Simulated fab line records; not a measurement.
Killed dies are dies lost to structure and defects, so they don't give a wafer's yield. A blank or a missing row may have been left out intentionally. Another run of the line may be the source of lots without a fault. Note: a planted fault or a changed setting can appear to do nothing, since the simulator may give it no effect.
Struck lot and sound lot, side by side / flow gf180mcu / 16 steps out of a route of 602
Sound: the wafers L281.4, L281.5, L281.6. Wafers L273.1, L273.5, L273.6 were the ones struck. The cause is named last.
Each step with rows lists, per side, the tool, then ch with its chambers, then its first start. Under that, the readings that differ: sound wafers / struck wafers / difference of the means / sigmas: that difference in standard deviations of wafers without a fault.
alike: readings with means less than 2 such deviations apart, plus words and numbers identical on both sides. not compared: withheld readings, readings lacking a value on some wafer, bounds such as >300 that could conceal the same value, and numbers that have no deviation in the record and whose values overlap.
A row with sigmas, a row that says differs or no value, or rows on one side alone: a step with any of these is where the two part. When numbers do not overlap yet have no deviation, they are printed without sigmas and do not part them. A reading that every wafer of one side lacks parts them only if that side has two wafers or more.

first, 6 steps without rows for these wafers: GF_M2_HMDS_08 (prime time 60 s); GF_M2_COAT_09 (resist thk 1000 nm); GF_M2_SOFTBAKE_10 (time 60 s); GF_M2_EXPOSE_11 (exposes mask Metal2, target cd 280 nm); GF_M2_PEB_12 (peb time 90 s); GF_M2_DEVELOP_13 (develop time 60 s).
GF_M2_CD_MEAS_14 targets a cd of 280 nm.
  sound on cd-sem-02 at day 24 05:36; struck on cd-sem-01 at day 21 08:29
  alike: cd-nm
GF_M2_OVL_MEAS_15:
  sound on overlay-01 at day 24 05:41; struck on overlay-02 at day 21 08:37
  alike: M2_OVL
GF_M2_METAL_ETCH_16: etches the open film in Cl2/BCl3, stops on SiO2, target depth 750.8 nm, time 125.1 s.
  sound on rie-metal-01 ch 0,1, day 24 05:44; struck on rie-metal-03 ch 0,1, day 21 08:38
  alike: bias-w, drypump-motor-current-A, mfc-cl2-sccm, oes-product-au, throttle-valve-pct
  not compared: rf-hours-counter-h
GF_M2_STRIP_17: strips in O2/N2.
  sound on plasma-asher-01 ch 0,1, day 24 05:52; struck on plasma-asher-03 ch 0,1, day 21 08:46
  alike: drypump-motor-current-A, heater-power-w, oes-product-au, strip-time-to-endpoint-s
  not compared: rf-hours-counter-h
then, 2 steps without rows for these wafers: GF_M2_STRIP_18 (strips in post etch residue remover, time 1200 s); GF_M2_CLEAN_19 (cleans in DIW).
GF_V2_CVD_00: deposits SiO2, target thk 600 nm, time 100 s.
  sound on hdpcvd-02 ch 0,1,2, day 24 06:24; struck on hdpcvd-02 ch 0,2, day 21 09:20
reading=sih4-flow-sccm (sccm); sound=59.87 59.92 59.48; struck=47.80 48.27 48.09; difference=-11.70; sigmas=-59
reading=model.SiO2_of_V2_CVD_00.thk-nm (nm); sound=597.9 602.1 600.7; struck=479.2 478.6 483.1; difference=-119.9; sigmas=
GF_V2_THK_MEAS_01:
  sound on film-metro-01 at day 24 06:28; struck on film-metro-03 at day 21 09:25
reading=V2_CVD_00_THK (nm); sound=598 602 600; struck=479 478 483; difference=-120; sigmas=-15
GF_V2_CVD_02: deposits SiO2 from TEOS, target thk 850 nm, time 94.851 s.
  sound on pecvd-01 ch 0,1,2, day 24 06:32; struck on pecvd-02 ch 0,2, day 21 09:28
  alike: heater-power-w
-- the record jumps here: 9 days lie between the struck wafers' starts before and after (it left off in module V2 and takes up again in module PASSIVATION, whose first step shown is number 602 of the route) --
GF_PASSIVATION_PROBE_99:
  the record has rows for the struck wafers here (prober-01, day 30 18:16) and none for the sound ones

WHERE THEY PART
First at GF_V2_CVD_00; last, within this record, at GF_PASSIVATION_PROBE_99.

WHY: whatever the simulator had introduced
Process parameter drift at GF_V2_CVD_00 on hdpcvd-02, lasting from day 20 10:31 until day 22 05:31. A move of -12 in setting sih4-flow-sccm, from 60. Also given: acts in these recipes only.
